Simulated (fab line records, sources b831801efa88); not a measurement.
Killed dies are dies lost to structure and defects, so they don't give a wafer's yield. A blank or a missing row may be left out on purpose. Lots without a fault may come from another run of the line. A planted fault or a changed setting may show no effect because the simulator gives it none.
Chamber matching | flow sfq_line | SFQ_TRILAYER_I3_DEP_PECVD_081 on pecvd-01: 3 sister chambers
The step deposits SiO2 from SiH4/N2O, time 108.9 s, target thk 500 nm. 14 wafers are shown with their chamber, then 7 later ones without.

WAFERS WITH THEIR CHAMBER
wafer  | chamber | heater_power_w (W) | throttle_valve_pct (%) | showerhead_vpp_V (V)
L299.1 | 0       | 89                 | 24.5                   | 807
L299.2 | 1       | 40                 | 25.2                   | 830
L299.3 | 2       | 57                 | 23.7                   | 755
L301.1 | 1       | 42                 | 25.2                   | 825
L301.4 | 2       | 61                 | 24.0                   | 753
L301.5 | 0       | 93                 | 24.9                   | 800
L302.1 | 2       | 63                 | 23.6                   | 762
L302.2 | 1       | 48                 | 25.1                   | 819
L302.6 | 1       | 51                 | 25.1                   | 800
L308.1 | 1       | 48                 | 25.3                   | 818
L308.5 | 0       | 87                 | 25.1                   | 786
L308.6 | 1       | 50                 | 25.3                   | 800
L313.3 | 0       | 86                 | 24.9                   | 794
L313.4 | 1       | 47                 | 25.3                   | 811

SIGNATURES (means of the wafers above)
reading            | chamber 0 | chamber 1 | chamber 2 | scatter within a chamber
heater_power_w     | 88.75     | 46.57     | 60.33     | 3.66
throttle_valve_pct | 24.850    | 25.214    | 23.767    | 0.172
showerhead_vpp_V   | 796.75    | 814.71    | 756.67    | 9.99
Rule: a wafer's distance from a chamber is the root of the sum, over the readings, of the square of ((its reading less the chamber's mean) divided by the reading's scatter). The wafer belongs to the nearest chamber; if the next one is less than 2 further off, it can't be placed. The scatter: the root of (the sum of the squares of (reading less its chamber's mean) over the shown wafers, divided by (wafers less chambers)).

WAFERS WITHOUT THEIR CHAMBER
wafer  | heater_power_w (W) | throttle_valve_pct (%) | showerhead_vpp_V (V)
L313.5 | 92                 | 25.1                   | 808
L315.2 | 91                 | 25.1                   | 799
L315.3 | 47                 | 25.6                   | 817
L315.4 | 62                 | 23.8                   | 770
L319.1 | 48                 | 25.1                   | 815
L319.2 | 88                 | 25.1                   | 804
L319.5 | 88                 | 25.0                   | 802

WHICH CHAMBER EACH WENT THROUGH
wafer  | from the rows above | in truth
L313.5 | 0                   | 0
L315.2 | 0                   | 0
L315.3 | 1                   | 1
L315.4 | 2                   | 2
L319.1 | 1                   | 1
L319.2 | 0                   | 0
L319.5 | 0                   | 0
Placed correctly: 7 of 7. Can't be placed from these rows: 0. Placed wrongly: 0.
